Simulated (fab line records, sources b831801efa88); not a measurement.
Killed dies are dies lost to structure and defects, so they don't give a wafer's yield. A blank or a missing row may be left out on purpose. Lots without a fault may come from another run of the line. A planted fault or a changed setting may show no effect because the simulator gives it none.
Problem report in the 8D (eight disciplines) form, filled by code | flow gf180mcu | the parts of the form that need people (team, actions taken, sign-off) are left out

1. THE PROBLEM
SALICIDE_TIN_RS at GF_SALICIDE_RS_MEAS_04 reads a mean of 21.9 ohm/sq on 1 wafer of 1 lot; wafers without a fault read 16.4 ohm/sq with a standard deviation of 0.42. That is +13 standard deviations from the usual mean.
The step: measures by four-point-probe.
First seen on wafer L287.5, day 18 07:36, on film_metro-03. The record holds 39 wafers of 13 lots with a number at this step. Rule for "out", or "out of limits": more than 4 standard deviations from the usual mean. The other wafers with a number count as sound.

2. WHAT IT IS AND WHAT IT IS NOT
question                    | is                | is not
which readings at this step | SALICIDE_TIN_RS   | -
which lots                  | L287              | L278, L280, L284, L285, L290, L294, L295, L296, L297, L298, L300, L301
which wafers of those lots  | L287.5            | L287.2, L287.6
read on which gauges        | film_metro-03     | film_metro-01, film_metro-02
when                        | from day 18 07:36 | up to then (14 sound wafers); but 24 sound wafers of L290, L294, L295, L296, L297, L298, L300, L301 came after

3. SUSPECTS, AND WHAT RULES EACH OUT
Counting: a tool at a process step up to the reading stays a suspect if it ran every lot that is out. Sound lots after the first of them don't rule it out here, since some wafers of a struck lot are sound.
- the gauge at GF_SALICIDE_RS_MEAS_04: kept. All the wafers that are out were read on film_metro-03, and no step on other tools shows them out.
- rie_diel-03 at GF_HV_LDD_ETCHBACK_58 (etches Si3N4 in CH3F/O2, stops on SiO2, time 100 s, target depth 90 nm): kept. It ran the lot that is out, L287 (day 15 10:38); its last sound lot up to then is L280 (day 13 02:17).
- pvd_sputter-04 at GF_SALICIDE_SPUTTER_02 (material Co, target thk 10 nm, time 19.75 s): kept. It ran the lot that is out, L287 (day 18 07:31); its last sound lot up to then is L280 (day 15 18:42).
- Within rie_diel-03 at GF_HV_LDD_ETCHBACK_58: the wafers that are out ran in chamber 0; their sound lot-mates ran in chambers 1, 3.
Left after counting: rie_diel-03 at GF_HV_LDD_ETCHBACK_58, pvd_sputter-04 at GF_SALICIDE_SPUTTER_02, film_metro-03 at GF_SALICIDE_RS_MEAS_04.

4. THE CAUSE (what the simulator had put in)
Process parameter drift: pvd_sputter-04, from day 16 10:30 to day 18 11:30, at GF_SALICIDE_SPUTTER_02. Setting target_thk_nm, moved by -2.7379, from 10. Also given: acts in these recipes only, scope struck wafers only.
Counting left 3 suspects, and this tool is among them.

5. THE CHAIN OF EFFECTS, in route order
Each row: a reading whose mean over the struck wafers that have a number lies more than 3 standard deviations from the usual. Only readings for which the record gives a usual standard deviation are gone through. hours: the time from each lot's start at the first step in this table that gives one to its start at this step, as a median over the lots. sigmas: the change in usual standard deviations.
hours | step                   | reading         | usual       | on struck wafers | change | sigmas
0     | GF_SALICIDE_RS_MEAS_04 | SALICIDE_TIN_RS | 16.4 ohm/sq | 21.9             | +5.5   | +13
Later measuring or inspecting steps at which every struck wafer that the step has a row for has a number for every such reading, and none has moved that far: GF_CONTACT_BOW_MEAS_05.

6. WHAT WOULD HAVE CAUGHT IT SOONER
In this record the first reading out of limits at a measuring or inspecting step was taken at day 18 07:36, 45 hours after the fault began at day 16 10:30.
Of the tool readings at GF_SALICIDE_SPUTTER_02 for which the record gives a usual standard deviation, none was out on any struck wafer, so an alarm limit of 4 standard deviations on them would not have fired.
All the lots that are out (1) had begun GF_SALICIDE_SPUTTER_02 on pvd_sputter-04 by day 18 07:36. A hold on the tool at that time would have spared none of them.
